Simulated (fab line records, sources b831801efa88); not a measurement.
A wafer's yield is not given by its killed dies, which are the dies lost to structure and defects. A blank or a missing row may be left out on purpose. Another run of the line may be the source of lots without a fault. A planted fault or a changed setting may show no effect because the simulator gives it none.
Which tool was responsible? ; flow sky130 ; 24 lots with 72 wafers sampled at 3 steps, on a route of 708 steps

== WHAT THE GAUGES READ, wafer by wafer ==
SKY_CAPM_THK_MEAS_01. Usual: CAPM_CVD_00_THK typically reads 15.48 nm, with standard deviation 0.22.
lot;measured;on;CAPM_CVD_00_THK (nm);flag
L074;day 36 06:40;film metro-02;15.20 15.13 15.47;
L075;day 36 08:13;film metro-02;15.42 15.64 15.32;
L076;day 37 04:08;film metro-03;15.59 15.71 15.64;
L077;day 37 06:16;film metro-01;15.37 15.68 15.60;
L078;day 38 03:06;film metro-02;15.20 15.18 15.34;
L079;day 38 05:41;film metro-02;15.32 15.33 15.81;
L080;day 38 09:23;film metro-02;15.50 15.67 15.82;
L081;day 38 15:07;film metro-03;15.55 15.69 15.50;
L082;day 39 02:28;film metro-01;15.25 15.49 15.57;
L083;day 39 15:16;film metro-01;15.15 15.05 15.25;
L085;day 39 22:41;film metro-01;15.16 15.26 15.44;
L084;day 39 22:59;film metro-02;15.22 15.77 15.33;
L086;day 40 00:06;film metro-02;15.33 15.28 15.54;
L087;day 40 16:04;film metro-02;15.42 15.52 15.95;
L088;day 40 22:25;film metro-03;15.46 15.91 15.63;
L089;day 41 04:32;film metro-01;15.28 15.12 15.21;
L090;day 41 11:11;film metro-03;15.43 15.49 15.31;
L091;day 41 17:46;film metro-03;15.53 15.94 15.49;
L092;day 41 22:45;film metro-01;15.22 15.49 15.51;
L093;day 42 01:15;film metro-03;15.47 15.43 15.95;
L094;day 42 05:01;film metro-02;15.64 15.76 15.80;
L095;day 42 08:25;film metro-02;15.51 15.59 15.65;
L096;day 42 21:15;film metro-01;15.56 15.39 15.72;
L097;day 43 10:48;film metro-02;15.48 15.98 15.57;

SKY_CAPM_RS_MEAS_03: the measuring method here is four-point-probe. Usual: CAPM_TIN_RS typically reads 6.85 ohm/sq, with standard deviation 0.074.
lot;measured;on;CAPM_TIN_RS (ohm/sq);flag
L074;day 36 06:50;film metro-03;6.89 6.85 6.83;
L075;day 36 08:25;film metro-03;6.77 6.81 6.73;
L076;day 37 04:20;film metro-01;6.93 6.98 6.89;
L077;day 37 06:26;film metro-03;6.80 6.74 6.80;
L078;day 38 03:17;film metro-01;6.80 6.77 6.82;
L079;day 38 05:52;film metro-01;6.82 6.81 6.78;
L080;day 38 09:34;film metro-01;6.85 6.88 6.90;
L081;day 38 15:17;film metro-01;6.89 6.82 6.90;
L082;day 39 02:39;film metro-03;6.84 6.88 6.80;
L083;day 39 15:27;film metro-03;6.87 6.89 6.84;
L085;day 39 22:52;film metro-03;6.84 6.87 6.73;
L084;day 39 23:10;film metro-03;6.88 6.75 6.79;
L086;day 40 00:17;film metro-01;6.81 6.84 6.90;
L087;day 40 16:14;film metro-01;6.88 6.80 6.82;
L088;day 40 22:37;film metro-02;6.84 6.82 6.89;
L089;day 41 04:43;film metro-03;6.92 6.95 6.80;
L090;day 41 11:22;film metro-02;6.95 6.84 6.86;
L091;day 41 17:56;film metro-01;6.94 6.80 6.91;
L092;day 41 22:56;film metro-01;6.82 6.89 6.88;
L093;day 42 01:25;film metro-02;6.94 6.80 6.81;
L094;day 42 05:11;film metro-01;6.85 6.81 7.05;
L095;day 42 08:35;film metro-01;6.79 6.78 6.79;
L096;day 42 21:25;film metro-03;7.02 7.07 6.98;
L097;day 43 10:59;film metro-01;6.81 6.88 6.90;

SKY_CAPM_THK_MEAS_04: measures by xrf. Usual: CAPM_TIN_THK typically reads 201.3 nm, with standard deviation 2.5.
lot;measured;on;CAPM_TIN_THK (nm);flag
L074;day 36 06:58;film metro-03;200.5 201.6 202.9;
L075;day 36 08:30;film metro-03;204.0 203.6 204.7;
L076;day 37 04:26;film metro-01;197.9 196.2 197.8;
L077;day 37 06:33;film metro-03;204.5 205.7 205.1;
L078;day 38 03:23;film metro-01;201.5 202.7 200.8;
L079;day 38 05:59;film metro-01;201.1 201.4 203.0;
L080;day 38 09:41;film metro-01;199.2 199.5 198.7;
L081;day 38 15:24;film metro-01;199.3 200.9 199.9;
L082;day 39 02:45;film metro-03;202.6 202.1 203.7;
L083;day 39 15:34;film metro-03;202.3 201.7 202.2;
L085;day 39 22:59;film metro-03;203.6 203.3 206.3;
L084;day 39 23:17;film metro-03;201.4 205.3 203.9;
L086;day 40 00:23;film metro-01;202.9 202.5 200.6;
L087;day 40 16:21;film metro-01;201.1 203.1 202.7;
L088;day 40 22:43;film metro-02;200.8 202.4 200.1;
L089;day 41 04:50;film metro-03;198.7 197.6 202.9;
L090;day 41 11:29;film metro-02;198.4 200.4 200.1;
L091;day 41 18:03;film metro-01;198.9 201.5 199.8;
L092;day 41 23:02;film metro-01;202.2 200.2 199.6;
L093;day 42 01:32;film metro-02;198.5 202.4 201.5;
L094;day 42 05:18;film metro-01;201.7 202.3 195.1;
L095;day 42 08:42;film metro-01;202.7 202.9 202.7;
L096;day 42 21:32;film metro-03;197.8 196.6 199.4;
L097;day 43 11:05;film metro-01;201.8 199.3 199.3;

== WHAT TOOL EACH LOT RAN ON (gives the tool, then ch and the chambers of the sampled wafers, and finally the start) ==
Before these readings, the record contains no process step.

== WHAT THE TOOLS THEMSELVES READ (means of the sampled wafers that have a number; where no wafer has one, the mark that the record gives instead) ==
The record holds no such reading with a usual standard deviation.

== THE ANSWER, worked out from the rows above alone ==
Rule: a lot counts as off when the mean over its wafers that have a number is more than 3 standard deviations away from the usual mean. A lot without any number at a reading at which 4 lots or more have one is off too. All remaining lots with rows at the step are treated as sound. The gauges are gone through in route order, then the tools' own readings, and for those a lot's mean is taken as printed above. The first step at which some lot is off is used, and at that step the reading that is off furthest; a lot without a number counts as furthest.
No lot is off on any of the readings shown, so nothing can be concluded from this.

== WHAT HAD BEEN PUT IN BY THE SIMULATOR ==
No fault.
